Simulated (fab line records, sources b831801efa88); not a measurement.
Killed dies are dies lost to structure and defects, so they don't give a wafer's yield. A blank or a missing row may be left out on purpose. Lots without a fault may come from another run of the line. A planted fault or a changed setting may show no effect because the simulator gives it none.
Tool commonality check | flow gf180mcu | 12 lots, 36 wafers sampled

WHY IT WAS OPENED
At GF_STI_THK_MEAS_04 the reading STI_CVD_03_THK is flagged on 2 of 12 lots. Wafers without a fault read 207.1 nm, standard deviation 1.8.
Rule: a lot is flagged when every wafer of it that has a number lies more than 4 standard deviations from that mean, or none has a number. The other lots count as sound.

lot  | measured    | on            | STI_CVD_03_THK (nm), wafer by wafer | flag
L986 | day 1 20:10 | film_metro-01 | 207.8 206.6 207.1                   |
L987 | day 1 23:59 | film_metro-02 | 209.2 207.1 206.4                   |
L988 | day 2 09:03 | film_metro-04 | 414.0 415.1 416.2                   | FLAGGED
L992 | day 3 00:34 | film_metro-02 | 205.5 205.7 206.1                   |
L994 | day 3 14:22 | film_metro-02 | 417.6 417.0 418.6                   | FLAGGED
L996 | day 3 21:05 | film_metro-01 | 208.9 209.0 208.5                   |
L997 | day 4 01:43 | film_metro-01 | 207.3 206.5 207.6                   |
L998 | day 4 06:34 | film_metro-01 | 207.2 207.7 209.0                   |
L101 | day 4 21:44 | film_metro-01 | 210.4 209.2 211.1                   |
L102 | day 5 03:58 | film_metro-01 | 206.4 207.3 207.5                   |
L103 | day 5 08:17 | film_metro-02 | 206.8 206.9 207.2                   |
L105 | day 5 17:35 | film_metro-01 | 206.5 208.2 206.3                   |
The numbers of the flagged lots are 416.4 nm on average: +209.3 nm against the usual, or +99 or more standard deviations.

WHICH TOOL RAN EACH LOT
The record holds 1 process step before the reading, out of a route of 602 steps. In each cell: the tool, then ch and the chambers that the sampled wafers went through, then the start.
lot  | flag    | GF_STI_CVD_03
L986 |         | lpcvd-01 ch 0, day 1 17:10
L987 |         | lpcvd-02 ch 1, day 1 21:59
L988 | FLAGGED | lpcvd-02 ch 1, day 2 04:55
L992 |         | lpcvd-01 ch 1, day 2 22:34
L994 | FLAGGED | lpcvd-02 ch 0, day 3 10:10
L996 |         | lpcvd-02 ch 0, day 3 19:05
L997 |         | lpcvd-01 ch 1, day 3 23:41
L998 |         | lpcvd-02 ch 0, day 4 04:34
L101 |         | lpcvd-01 ch 0, day 4 19:45
L102 |         | lpcvd-01 ch 0, day 5 01:58
L103 |         | lpcvd-01 ch 0, day 5 06:18
L105 |         | lpcvd-01 ch 0, day 5 15:34
What these steps do:
- GF_STI_CVD_03: deposits Si3N4 from DCS/NH3, target thk 207.16 nm, time 3551 s.
- GF_STI_THK_MEAS_04

FLAGGED OVER TOTAL, TOOL BY TOOL (the gauges that took the reading come last)
step               | tool          | lots run | flagged | share of the flagged lots | sound lots run after its first flagged lot
GF_STI_CVD_03      | lpcvd-01      | 7        | 0       | none                      | -
GF_STI_CVD_03      | lpcvd-02      | 5        | 2       | all                       | 2 (L996,L998)
GF_STI_THK_MEAS_04 | film_metro-01 | 7        | 0       | none                      | -
GF_STI_THK_MEAS_04 | film_metro-02 | 4        | 1       | some                      | 1 (L103)
GF_STI_THK_MEAS_04 | film_metro-04 | 1        | 1       | some                      | 0

WHAT THE TABLE ALLOWS
1 row of the table ran every flagged lot: lpcvd-02 at GF_STI_CVD_03.
- lpcvd-02 at GF_STI_CVD_03: 2 of its 5 lots flagged. Sound lots ran on it after the first flagged one (L996, L998), which a lasting fault on the whole tool wouldn't allow.
No row of the table ran every flagged lot and no sound lot after the first.

WHAT THE SIMULATOR HAD PUT IN
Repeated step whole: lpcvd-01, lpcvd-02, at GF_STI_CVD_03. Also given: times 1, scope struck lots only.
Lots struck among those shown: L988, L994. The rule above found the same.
